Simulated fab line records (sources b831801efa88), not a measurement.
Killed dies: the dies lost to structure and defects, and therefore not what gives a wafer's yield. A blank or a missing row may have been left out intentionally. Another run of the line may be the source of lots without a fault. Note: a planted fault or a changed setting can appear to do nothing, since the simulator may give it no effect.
Matching of chambers | flow sky130 | SKY_CONTACT_HDPCVD_02 on hdpcvd-01: 3 sister chambers
The step deposits SiO2, target thk 565 nm, time 94.2 s. 6 wafers are shown with their chamber, then 7 later ones without.

== WAFERS PAIRED WITH THEIR CHAMBERS ==
wafer  | chamber | run-length-s (s)
L344.2 | 2       | 121.6
L344.5 | 0       | 121.7
L345.2 | 2       | 121.5
L345.4 | 1       | 121.0
L349.1 | 0       | 121.6
L349.2 | 1       | 121.8

== WAFERS MISSING THEIR CHAMBER ==
wafer  | run-length-s (s)
L349.5 | 121.9
L350.2 | 121.6
L350.3 | 121.7
L350.5 | 122.1
L351.1 | 121.2
L351.4 | 121.5
L351.5 | 120.8

== CHAMBER TAKEN BY EACH ==
wafer  | from the rows above          | in truth
L349.5 | can't be placed: 0 or 2 or 1 | 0
L350.2 | can't be placed: 2 or 0 or 1 | 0
L350.3 | can't be placed: 0 or 2 or 1 | 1
L350.5 | can't be placed: 0 or 2 or 1 | 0
L351.1 | can't be placed: 1 or 2 or 0 | 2
L351.4 | can't be placed: 2 or 1 or 0 | 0
L351.5 | can't be placed: 1 or 2 or 0 | 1
Correctly placed: 0 of 7. Not placeable from these rows: 7 (in 7, the candidates include the true chamber). Wrongly placed: 0.
How it was worked out, from the rows above alone: a wafer's distance from a chamber is the root of the sum, over the readings, of the square of ((its reading less the chamber's mean) divided by the reading's scatter). The wafer belongs to the nearest chamber; if the next one is less than 2 further off, it can't be placed. A chamber's mean is the mean of its shown wafers. The scatter: the root of (the sum of the squares of (reading less its chamber's mean) over the shown wafers, divided by (wafers less chambers)).
